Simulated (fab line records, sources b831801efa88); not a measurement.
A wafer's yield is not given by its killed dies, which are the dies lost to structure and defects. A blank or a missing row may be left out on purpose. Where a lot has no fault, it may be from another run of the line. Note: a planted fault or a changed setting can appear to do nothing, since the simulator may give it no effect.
Which of the tools did it? :: flow gf180mcu :: Sampling: 6 lots, 18 wafers, 3 of 602 route steps

== WHAT THE GAUGES READ, wafer by wafer ==
GF_V4_THK_MEAS_01.
lot: L964
measured: day 23 17:23
on: film-metro-01
V4_CVD_00_THK (nm): 606 597 600

lot: L966
measured: day 24 15:29
on: film-metro-01
V4_CVD_00_THK (nm): 601 616 603

lot: L968
measured: day 25 16:58
on: film-metro-01
V4_CVD_00_THK (nm): 606 607 610

lot: L972
measured: day 27 10:19
on: film-metro-04
V4_CVD_00_THK (nm): 601 597 597

lot: L980
measured: day 29 04:43
on: film-metro-04
V4_CVD_00_THK (nm): 601 597 600

lot: L983
measured: day 29 23:05
on: film-metro-03
V4_CVD_00_THK (nm): 610 602 610

== EACH LOT AND THE TOOL THAT RAN IT (in order: tool; ch and the chambers of the sampled wafers; start) ==
lot: L964
GF_POLY_GATE_ETCH_12: rie-diel-02 ch 2,3, day 9 16:56
GF_V2_STRIP_18: plasma-asher-02 ch 0,1, day 20 14:04

lot: L966
GF_POLY_GATE_ETCH_12: rie-diel-04 ch 2,3, day 10 07:23
GF_V2_STRIP_18: plasma-asher-03 ch 0,1, day 21 14:00

lot: L968
GF_POLY_GATE_ETCH_12: rie-diel-04 ch 0,1,2, day 11 00:11
GF_V2_STRIP_18: plasma-asher-02 ch 0,1, day 22 16:16

lot: L972
GF_POLY_GATE_ETCH_12: rie-diel-02 ch 0,2,3, day 12 15:41
GF_V2_STRIP_18: plasma-asher-02 ch 0,1, day 24 14:15

lot: L980
GF_POLY_GATE_ETCH_12: rie-diel-04 ch 0,3, day 14 11:53
GF_V2_STRIP_18: plasma-asher-04 ch 0,1, day 26 11:56

lot: L983
GF_POLY_GATE_ETCH_12: rie-diel-02 ch 0,3, day 15 08:35
GF_V2_STRIP_18: plasma-asher-03 ch 0,1, day 27 06:56
- GF_POLY_GATE_ETCH_12: etches BARC in N2/H2.
- GF_V2_STRIP_18: strips in O2/N2.

== THE ANSWER, worked out from the rows above alone ==
Rule: the usual values come from the lots themselves. Put in order of their means at a reading, lots are off if they are a third of the lots or fewer, leave a main group of 4 or more, and stand apart from it by a gap of 3 or more times the standard deviation of the main group's means; of several such gaps the widest counts. A main group is skipped when, at the precision printed for the reading in the tables above, its means are all equal. A lot without any number at a reading at which 4 lots or more have one is off too. Where the step has rows for the other lots, those lots are counted as sound.
No lot is off on any of the readings shown, so nothing can be concluded from this.

== WHAT THE SIMULATOR PUT IN ==
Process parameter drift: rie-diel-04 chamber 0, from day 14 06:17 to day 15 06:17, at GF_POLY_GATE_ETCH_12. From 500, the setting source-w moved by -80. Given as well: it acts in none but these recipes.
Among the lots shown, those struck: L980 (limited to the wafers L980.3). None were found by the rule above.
